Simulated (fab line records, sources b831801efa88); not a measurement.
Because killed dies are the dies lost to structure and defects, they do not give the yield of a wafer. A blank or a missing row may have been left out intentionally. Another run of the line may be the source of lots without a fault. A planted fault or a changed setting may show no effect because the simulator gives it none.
fab line records + flow sky130
record
- lots=12
- wafers=36
- last-day=51
route steps=708 shown VIA2@508 PAD_OPEN@708
lots that met no fault: taken from a fault-free run of the same line
start-h: hours from the record's opening day to when the first of the lot's shown wafers began + wait-h: time in hours since the lot's previous step + " the same as in the row above + L1.1+2: one row covering several wafers at once + - no value present, or no start provided + * or withheld: withheld + < > ~ a bound
route shown NAME@n: a module of which the file shows steps, and the number in the route of the first + usual: mean/standard deviation taken from wafers without a fault + same: alike in all rows + chamber/n: place in a boat + sites: readings site by site + _std_site: standard deviation across them + _edge_site: mean of outer sites minus mean of inner sites + radius-mm: for every site, how far away it sits from the centre of the wafer + mask NAME#n: copy n + behind: the tool/chamber that last shaped the wafer + hold: cause of the lot's hold/its duration in hours/its outcome + device: transistor that didn't switch, given as n, p or np + end of line: the tests these same wafers got at the end of their route + for a step that has no rows: nothing shown but its recipe + killed: the dies lost at the first sort to structure and to defects; this is not the yield of the wafer + map: per-die view of a wafer (x killed, . not killed, _ where there is no die)
set.NAME: the setting that was run; set.NAME@STEP: the one run at that earlier step + model.NAME: the simulator's own value behind a step, which no gauge read
one table for each step of the route and one row for each wafer, over a sample of lots
services: when a tool's chamber went out of use (start-h, in hours from the record's first day, below 0 if earlier), for how many hours, and the reason
## steps
# step SKY_VIA2_THK_MEAS_01
# recipe
- reads=SiO2_of_VIA2_HDPCVD_00
# usual
- VIA2_HDPCVD_THK=1181/13
| lot.wafer | tool          | chamber | start-h | wait-h | VIA2_HDPCVD_THK[nm] |
|-----------|---------------|---------|---------|--------|---------------------|
| L709.1    | film-metro-01 | -       | 846.90  | 0.1    | 1202                |
| L709.3    | "             | -       | "       | "      | 1173                |
| L709.5    | "             | -       | "       | "      | 1197                |
| L704.1    | film-metro-02 | -       | 847.31  | 0.1    | 1175                |
| L704.3    | "             | -       | "       | "      | 1172                |
| L704.5    | "             | -       | "       | "      | 1193                |
| L707.3    | film-metro-04 | -       | 847.59  | 0.1    | 1185                |
| L707.5    | "             | -       | "       | "      | 1171                |
| L707.6    | "             | -       | "       | "      | 1183                |
| L706.2    | film-metro-01 | -       | 849.19  | 0.1    | 1172                |
| L706.5    | "             | -       | "       | "      | 1192                |
| L706.6    | "             | -       | "       | "      | 1166                |
| L710.1    | film-metro-04 | -       | 849.50  | 0.1    | 1157                |
| L710.4    | "             | -       | "       | "      | 1166                |
| L710.6    | "             | -       | "       | "      | 1141                |
| L711.1    | film-metro-04 | -       | 852.10  | 0.1    | 1212                |
| L711.3    | "             | -       | "       | "      | 1185                |
| L711.6    | "             | -       | "       | "      | 1196                |
| L714.4    | film-metro-01 | -       | 886.74  | 0.0    | 1170                |
| L714.5    | "             | -       | "       | "      | 1180                |
| L714.6    | "             | -       | "       | "      | 1199                |
| L719.1    | film-metro-04 | -       | 994.94  | 0.1    | 1178                |
| L719.4    | "             | -       | "       | "      | 1195                |
| L719.5    | "             | -       | "       | "      | 1174                |
| L717.2    | film-metro-01 | -       | 995.75  | 0.1    | 1183                |
| L717.5    | "             | -       | "       | "      | 1183                |
| L717.6    | "             | -       | "       | "      | 1170                |
| L723.1    | film-metro-02 | -       | 996.40  | 0.1    | 1176                |
| L723.2    | "             | -       | "       | "      | 1179                |
| L723.6    | "             | -       | "       | "      | 1186                |
| L718.3    | film-metro-01 | -       | 996.51  | 0.1    | 1193                |
| L718.4    | "             | -       | "       | "      | 1184                |
| L718.6    | "             | -       | "       | "      | 1180                |
| L722.3    | film-metro-02 | -       | 1003.99 | 0.1    | 1188                |
| L722.4    | "             | -       | "       | "      | 1170                |
| L722.5    | "             | -       | "       | "      | 1188                |
# step SKY_VIA2_ETCH_15
# recipe
- target=SiO2
- chemistry=C4F8/O2/Ar
- target-depth-nm=546
- stop-on=TiN
- mask-material=KrF-thick
- source-w=1500
- bias-w=1200
- pressure-mtorr=40
- c4f8-flow-sccm=withheld
- O2_flow_sccm=6
- Ar_flow_sccm=300
- time-s=84
# usual
- bias-w=1200/3.7
- chamber-pressure-mTorr=40.00/0.034
- oes-product-au=0.940/0.0047
| lot.wafer | tool        | chamber | start-h | wait-h | bias-w | chamber-pressure-mTorr | oes-product-au | rf-hours-counter-h |
|-----------|-------------|---------|---------|--------|--------|------------------------|----------------|--------------------|
| L709.1    | rie-diel-04 | 3       | 873.58  | 0.0    | 1202   | 40.01                  | 0.945          | 14                 |
| L709.3    | "           | 1       | "       | "      | 1193   | 39.95                  | 0.940          | 8                  |
| L709.5    | "           | 1       | "       | "      | 1186   | 40.02                  | 0.941          | -                  |
| L704.1    | rie-diel-03 | 2       | 873.70  | 0.0    | 1201   | 39.93                  | 0.941          | 3                  |
| L704.3    | "           | 0       | "       | "      | 1202   | 39.98                  | 0.943          | 18                 |
| L704.5    | "           | 0       | "       | "      | 1203   | 39.96                  | 0.931          | -                  |
| L707.3    | rie-diel-01 | 1       | 874.03  | 0.0    | 1202   | 39.99                  | 0.942          | 18                 |
| L707.5    | "           | 0       | "       | "      | 1202   | 39.96                  | 0.939          | -                  |
| L707.6    | "           | 3       | "       | "      | 1197   | 40.01                  | 0.942          | -                  |
| L706.2    | rie-diel-04 | 1       | 875.83  | 0.0    | 1202   | 40.07                  | 0.947          | 9                  |
| L706.5    | "           | 1       | "       | "      | 1206   | 39.97                  | 0.943          | -                  |
| L706.6    | "           | 2       | "       | "      | 1200   | 40.00                  | 0.941          | -                  |
| L710.1    | rie-diel-01 | 0       | 876.18  | 0.0    | 1194   | 39.97                  | 0.936          | 11                 |
| L710.4    | "           | 2       | "       | "      | 1194   | 40.01                  | 0.938          | 5                  |
| L710.6    | "           | 2       | "       | "      | 1194   | 40.05                  | 0.931          | -                  |
| L711.1    | rie-diel-03 | 0       | 878.98  | 0.0    | 1200   | 39.99                  | 0.942          | 18                 |
| L711.3    | "           | 2       | "       | "      | 1199   | 40.02                  | 0.944          | 4                  |
| L711.6    | "           | 3       | "       | "      | 1199   | 40.01                  | 0.941          | -                  |
| L714.4    | rie-diel-03 | 0       | 911.63  | 0.0    | 1201   | 39.98                  | 0.941          | 19                 |
| L714.5    | "           | 1       | "       | "      | 1198   | 39.98                  | 0.934          | -                  |
| L714.6    | "           | 2       | "       | "      | 1200   | 39.97                  | 0.936          | -                  |
| L719.1    | rie-diel-01 | 0       | 1016.78 | 0.0    | 1201   | 39.98                  | 0.941          | 15                 |
| L719.4    | "           | 3       | "       | "      | 1202   | 39.96                  | 0.938          | 10                 |
| L719.5    | "           | 3       | "       | "      | 1202   | 39.95                  | 0.946          | -                  |
| L717.2    | rie-diel-04 | 0       | 1018.38 | 0.0    | 1203   | 40.06                  | 0.937          | 17                 |
| L717.5    | "           | 2       | "       | "      | 1204   | 39.99                  | 0.949          | -                  |
| L717.6    | "           | 3       | "       | "      | 1202   | 39.98                  | 0.946          | -                  |
| L723.1    | rie-diel-03 | 0       | 1019.53 | 0.0    | 1197   | 40.04                  | 0.940          | 22                 |
| L723.2    | "           | 2       | "       | "      | 1199   | 39.95                  | 0.931          | 7                  |
| L723.6    | "           | 0       | "       | "      | 1203   | 39.98                  | 0.939          | -                  |
| L718.3    | rie-diel-01 | 1       | 1019.73 | 0.0    | 1199   | 39.95                  | 0.932          | 21                 |
| L718.4    | "           | 0       | "       | "      | 1203   | 39.99                  | 0.938          | 15                 |
| L718.6    | "           | 1       | "       | "      | 1200   | 39.98                  | 0.941          | -                  |
| L722.3    | rie-diel-03 | 1       | 1027.53 | 0.0    | 1028   | 39.99                  | 0.932          | 15                 |
| L722.4    | "           | 3       | "       | "      | 1201   | 40.02                  | 0.938          | 19                 |
| L722.5    | "           | 1       | "       | "      | 1027   | 40.07                  | 0.920          | -                  |
# step SKY_VIA2_SPUTTER_20
# recipe
- material=TiN
- target-thk-nm=20
- chamber-pressure-pa=5
- power-w=4000
- time-s=80
# usual
- cathode-dc-power-W=3999.9/0.68
- throttle-valve-pct=29.8/1.2
| lot.wafer | tool           | chamber | start-h | wait-h | cathode-dc-power-W | throttle-valve-pct |
|-----------|----------------|---------|---------|--------|--------------------|--------------------|
| L709.1    | pvd-sputter-03 | -       | 874.27  | 0.0    | 3998.9             | 30.6               |
| L709.3    | "              | -       | "       | "      | 4000.5             | 29.1               |
| L709.5    | "              | -       | "       | "      | 3998.6             | 31.0               |
| L704.1    | pvd-sputter-01 | -       | 874.36  | 0.0    | 3999.5             | 29.7               |
| L704.3    | "              | -       | "       | "      | 4000.3             | 30.6               |
| L704.5    | "              | -       | "       | "      | 3999.7             | 30.5               |
| L707.3    | pvd-sputter-01 | -       | 874.68  | 0.0    | 4000.1             | 31.1               |
| L707.5    | "              | -       | "       | "      | 3998.9             | 29.0               |
| L707.6    | "              | -       | "       | "      | 4000.7             | 31.3               |
| L706.2    | pvd-sputter-04 | -       | 876.49  | 0.0    | 4000.2             | 29.3               |
| L706.5    | "              | -       | "       | "      | 3998.9             | 29.6               |
| L706.6    | "              | -       | "       | "      | 3999.0             | 31.9               |
| L710.1    | pvd-sputter-03 | -       | 876.84  | 0.0    | 3999.5             | 30.5               |
| L710.4    | "              | -       | "       | "      | 3999.5             | 27.4               |
| L710.6    | "              | -       | "       | "      | 4000.3             | 28.7               |
| L711.1    | pvd-sputter-01 | -       | 879.63  | 0.0    | 4001.1             | 30.7               |
| L711.3    | "              | -       | "       | "      | 3999.7             | 31.2               |
| L711.6    | "              | -       | "       | "      | 4000.2             | 28.7               |
| L714.4    | pvd-sputter-03 | -       | 912.32  | 0.0    | 3999.8             | 30.0               |
| L714.5    | "              | -       | "       | "      | 4000.4             | 30.9               |
| L714.6    | "              | -       | "       | "      | 4000.8             | 30.2               |
| L719.1    | pvd-sputter-01 | -       | 1017.48 | 0.0    | 3998.9             | 31.0               |
| L719.4    | "              | -       | "       | "      | 4000.5             | 29.9               |
| L719.5    | "              | -       | "       | "      | 4000.5             | 31.3               |
| L717.2    | pvd-sputter-01 | -       | 1019.08 | 0.0    | 3999.7             | 29.7               |
| L717.5    | "              | -       | "       | "      | 4000.1             | 29.0               |
| L717.6    | "              | -       | "       | "      | 3999.7             | 30.5               |
| L723.1    | pvd-sputter-01 | -       | 1020.27 | 0.0    | 4000.8             | 30.9               |
| L723.2    | "              | -       | "       | "      | 3999.6             | 30.6               |
| L723.6    | "              | -       | "       | "      | 3999.7             | 29.7               |
| L718.3    | pvd-sputter-03 | -       | 1020.43 | 0.0    | 4000.4             | 30.7               |
| L718.4    | "              | -       | "       | "      | 3999.9             | 28.9               |
| L718.6    | "              | -       | "       | "      | 3999.6             | 27.3               |
| L722.3    | pvd-sputter-01 | -       | 1028.32 | 0.0    | 4001.0             | 28.8               |
| L722.4    | "              | -       | "       | "      | 3999.4             | 30.8               |
| L722.5    | "              | -       | "       | "      | 3999.1             | 29.0               |
# step SKY_VIA2_CVD_21
# recipe
- material=W
- target-thk-nm=420
- time-s=126.4
- temp-c=400
- pressure-torr=40
# usual
- heater-power-outer-w=497/68
- heater-power-w=830/77
| lot.wafer | tool     | chamber | start-h | wait-h | heater-power-outer-w | heater-power-w |
|-----------|----------|---------|---------|--------|----------------------|----------------|
| L709.1    | cvd-w-02 | 1       | 874.33  | 0.0    | 523                  | 865            |
| L709.3    | "        | 0       | "       | "      | 459                  | 738            |
| L709.5    | "        | 0       | "       | "      | 450                  | 748            |
| L704.1    | cvd-w-01 | 1       | 874.43  | 0.0    | 448                  | 796            |
| L704.3    | "        | 1       | "       | "      | 460                  | 809            |
| L704.5    | "        | 0       | "       | "      | 570                  | 908            |
| L707.3    | cvd-w-02 | 0       | 874.79  | 0.1    | 451                  | 751            |
| L707.5    | "        | 0       | "       | "      | 451                  | 748            |
| L707.6    | "        | 1       | "       | "      | 527                  | 878            |
| L706.2    | cvd-w-01 | 1       | 876.55  | 0.0    | 450                  | 808            |
| L706.5    | "        | 1       | "       | "      | 448                  | 787            |
| L706.6    | "        | 0       | "       | "      | 566                  | 906            |
| L710.1    | cvd-w-02 | 0       | 876.90  | 0.0    | 442                  | 776            |
| L710.4    | "        | 1       | "       | "      | 514                  | 854            |
| L710.6    | "        | 0       | "       | "      | 460                  | 745            |
| L711.1    | cvd-w-02 | 1       | 879.70  | 0.0    | 516                  | 877            |
| L711.3    | "        | 1       | "       | "      | 530                  | 861            |
| L711.6    | "        | 0       | "       | "      | 444                  | 764            |
| L714.4    | cvd-w-02 | 1       | 912.44  | 0.1    | 521                  | 856            |
| L714.5    | "        | 0       | "       | "      | 454                  | 752            |
| L714.6    | "        | 1       | "       | "      | 534                  | 856            |
| L719.1    | cvd-w-02 | 1       | 1017.54 | 0.0    | 515                  | 859            |
| L719.4    | "        | 0       | "       | "      | 451                  | 748            |
| L719.5    | "        | 0       | "       | "      | 457                  | 744            |
| L717.2    | cvd-w-01 | 1       | 1019.14 | 0.0    | 421                  | 759            |
| L717.5    | "        | 1       | "       | "      | 402                  | 760            |
| L717.6    | "        | 0       | "       | "      | 602                  | 917            |
| L723.1    | cvd-w-02 | 0       | 1020.33 | 0.0    | 454                  | 747            |
| L723.2    | "        | 1       | "       | "      | 527                  | 872            |
| L723.6    | "        | 1       | "       | "      | 538                  | 873            |
| L718.3    | cvd-w-01 | 1       | 1020.53 | 0.1    | 410                  | 762            |
| L718.4    | "        | 0       | "       | "      | 602                  | 929            |
| L718.6    | "        | 0       | "       | "      | 572                  | 932            |
| L722.3    | cvd-w-01 | 0       | 1028.42 | 0.1    | 593                  | 935            |
| L722.4    | "        | 1       | "       | "      | 405                  | 748            |
| L722.5    | "        | 1       | "       | "      | 397                  | 755            |
# step SKY_PAD_OPEN_PROBE_99
# usual
- defect-limited-yield=82.5/2
- killed_at_M0_to_M3=42/7.3
- killed_at_M4_up=3.4/2
- killed-at-contacts=24/5.6
- killed-at-front-end=16/4.5
- killed-at-other=0.2/0.51
- killed-dies=86/9.8
- killed-open=46/7
- killed-short=40/6.7
- sort_bin_3_pad_short=0.9/0.42
- sort_bin_5_function=10.3/1.5
- sort_bin_6_memory=6.3/1.3
- sort-n-pass=406/9.8
- sort-yield-pct=82.5/2
# same
- gross-dies=492
- killed-at-back-side=0
- sort_bin_4_leakage[%]=0
- sort_bin_8_speed[%]=0
| lot.wafer | tool      | chamber | start-h | wait-h | defect-limited-yield[%] | killed_at_M0_to_M3 | killed_at_M4_up | killed-at-contacts | killed-at-front-end | killed-at-other | killed-dies | killed-open | killed-short | sort_bin_3_pad_short[%] | sort_bin_5_function[%] | sort_bin_6_memory[%] | sort-n-pass | sort-yield-pct[%] |
|-----------|-----------|---------|---------|--------|-------------------------|--------------------|-----------------|--------------------|---------------------|-----------------|-------------|-------------|--------------|-------------------------|------------------------|----------------------|-------------|-------------------|
| L714.4    | prober-01 | -       | 1127.95 | 0.2    | 82.9                    | 34                 | 2               | 28                 | 20                  | 0               | 84          | 39          | 45           | 1.4                     | 10.0                   | 5.7                  | 408         | 82.9              |
| L714.5    | prober-01 | -       | 1128.00 | 0.2    | 83.1                    | 35                 | 5               | 24                 | 19                  | 0               | 83          | 43          | 40           | 1.6                     | 8.7                    | 6.5                  | 409         | 83.1              |
| L714.6    | prober-01 | -       | 1128.05 | 0.2    | 79.3                    | 55                 | 0               | 32                 | 15                  | 0               | 102         | 52          | 50           | 1.6                     | 11.4                   | 7.7                  | 390         | 79.3              |
| L718.3    | prober-01 | -       | 1211.61 | 0.2    | 78.9                    | 54                 | 4               | 30                 | 16                  | 0               | 104         | 56          | 46           | 1.2                     | 12.4                   | 7.5                  | 388         | 78.9              |
| L718.4    | prober-01 | -       | 1211.66 | 0.2    | 82.3                    | 53                 | 3               | 22                 | 9                   | 0               | 87          | 41          | 45           | 0.2                     | 10.8                   | 6.7                  | 405         | 82.3              |
| L718.6    | prober-01 | -       | 1211.76 | 0.2    | 81.5                    | 43                 | 4               | 18                 | 26                  | 0               | 91          | 51          | 39           | 1.0                     | 11.8                   | 5.7                  | 401         | 81.5              |
| L723.1    | prober-02 | -       | 1212.36 | 0.1    | 80.1                    | 57                 | 4               | 17                 | 20                  | 0               | 98          | 56          | 42           | 0.6                     | 11.6                   | 7.7                  | 394         | 80.1              |
| L723.2    | prober-02 | -       | 1212.41 | 0.1    | 79.7                    | 56                 | 2               | 28                 | 14                  | 0               | 100         | 43          | 57           | 1.0                     | 10.8                   | 8.5                  | 392         | 79.7              |
| L723.6    | prober-02 | -       | 1212.61 | 0.2    | 82.7                    | 40                 | 5               | 20                 | 20                  | 0               | 85          | 42          | 43           | 0.6                     | 10.2                   | 6.5                  | 407         | 82.7              |
# killed by level:class
L714.4 CONTACT:geometric-particle:short=9 CONTACT:geometric-particle:open=8 VIA1:geometric-particle:open=8 FIELD_ISO:geometric-particle:short=6 METAL2:geometric-particle:short=6 VIA3:geometric-particle:open=6 FIELD_ISO:geometric-particle:open=4 POLY_GATE:geometric-particle:open=4
L714.5 LI_CONTACT:geometric-particle:open=13 FIELD_ISO:geometric-particle:short=6 VIA2:geometric-particle:open=6 CONTACT:geometric-particle:open=5 METAL2:geometric-particle:short=5 FIELD_ISO:geometric-particle:open=4 POLY_GATE:geometric-particle:short=4 METAL1:geometric-particle:short=4
L714.6 VIA3:geometric-particle:open=11 LI_CONTACT:geometric-particle:open=10 METAL1:geometric-particle:short=10 METAL2:geometric-particle:short=10 CONTACT:geometric-particle:open=9 VIA1:geometric-particle:open=9 CONTACT:geometric-particle:short=6 FIELD_ISO:geometric-particle:open=4
L718.3 METAL1:geometric-particle:short=12 CONTACT:geometric-particle:open=11 VIA1:geometric-particle:open=9 LI_CONTACT:geometric-particle:open=8 VIA3:geometric-particle:open=8 VIA3:geometric-particle:short=7 VIA1:geometric-particle:short=5 POLY_GATE:geometric-particle:open=4
L718.4 METAL2:geometric-particle:short=11 VIA1:geometric-particle:short=10 VIA2:geometric-particle:open=9 VIA1:geometric-particle:open=8 CONTACT:geometric-particle:short=7 VIA3:geometric-particle:open=7 LI_CONTACT:geometric-particle:open=6 CONTACT:geometric-particle:open=4
L718.6 METAL2:geometric-particle:short=11 VIA1:geometric-particle:open=10 FIELD_ISO:geometric-particle:open=9 CONTACT:geometric-particle:open=9 POLY_GATE:geometric-particle:short=4 POLY_GATE:geometric-particle:open=4 VIA1:geometric-particle:short=4 VIA3:geometric-particle:open=4
L723.1 VIA1:geometric-particle:open=13 VIA2:geometric-particle:open=10 VIA3:geometric-particle:open=10 METAL1:geometric-particle:short=9 POLY_GATE:geometric-particle:open=7 FIELD_ISO:geometric-particle:short=5 LI_CONTACT:geometric-particle:open=4 LOCAL_INTERCONNECT:geometric-particle:short=4
L723.2 METAL2:geometric-particle:short=16 LI_CONTACT:geometric-particle:open=11 METAL1:geometric-particle:short=9 VIA1:geometric-particle:open=8 LI_CONTACT:geometric-particle:short=6 VIA2:geometric-particle:short=6 POLY_GATE:geometric-particle:short=5 CONTACT:geometric-particle:short=5
L723.6 METAL2:geometric-particle:short=9 VIA2:geometric-particle:short=7 POLY_GATE:geometric-particle:short=6 LI_CONTACT:geometric-particle:open=6 VIA1:geometric-particle:open=6 CONTACT:geometric-particle:open=5 VIA3:geometric-particle:open=5 POLY_GATE:geometric-particle:open=4
## services
| tool           | chamber | start-h | hours | kind       |
|----------------|---------|---------|-------|------------|
| cvd-w-02       | -       | 855.35  | 2.8   | pm         |
| rie-diel-03    | -       | 859.90  | 1.2   | repair     |
| rie-diel-03    | 1       | 868.38  | 2.9   | repair     |
| cvd-w-01       | -       | 904.00  | 14.0  | pm         |
| cvd-w-01       | 0       | 904.00  | 14.0  | vent-cycle |
| cvd-w-01       | 1       | 904.00  | 14.0  | vent-cycle |
| rie-diel-01    | 1       | 908.22  | 4.1   | repair     |
| cvd-w-01       | 0       | 918.00  | -     | clean      |
| cvd-w-01       | 1       | 918.00  | -     | clean      |
| cvd-w-02       | -       | 918.00  | 6.9   | pm         |
| rie-diel-03    | 3       | 923.47  | 2.0   | repair     |
| rie-diel-04    | 1       | 926.97  | 3.1   | repair     |
| rie-diel-01    | 1       | 934.73  | 6.3   | repair     |
| rie-diel-04    | 0       | 935.76  | 7.4   | repair     |
| rie-diel-04    | 2       | 936.33  | 6.2   | repair     |
| cvd-w-02       | -       | 938.78  | 1.2   | repair     |
| rie-diel-04    | 3       | 952.28  | 4.5   | repair     |
| rie-diel-04    | 0       | 954.12  | 18.0  | repair     |
| cvd-w-02       | -       | 978.85  | 3.8   | pm         |
| pvd-sputter-04 | -       | 992.80  | 5.1   | repair     |
| pvd-sputter-01 | -       | 1009.04 | 2.4   | repair     |
| rie-diel-01    | -       | 1009.17 | 0.5   | repair     |
| cvd-w-02       | 0       | 1023.02 | 6.0   | repair     |
## key
first-sign
- step=SKY_VIA2_ETCH_15
- reading=bias-w
- direction=down
- sigmas=46
- usual=1200
- struck=1027
effect none on later readings
met-at SKY_VIA2_ETCH_15
struck-lots L722
struck-wafers L722.3,L722.5
not-acting-at SKY_VIA2_THK_MEAS_01,SKY_VIA2_SPUTTER_20,SKY_VIA2_CVD_21
onset-between 911.63 1027.53
fault
- kind=process-parameter-drift
- tool=rie-diel-03
- chamber=1
- onset-h=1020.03
- steps=SKY_VIA2_ETCH_15
- channel=bias-w
- offset=-172.2
- shape=step
- end-h=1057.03
- acts-in=these-recipes-only
- stated=1200
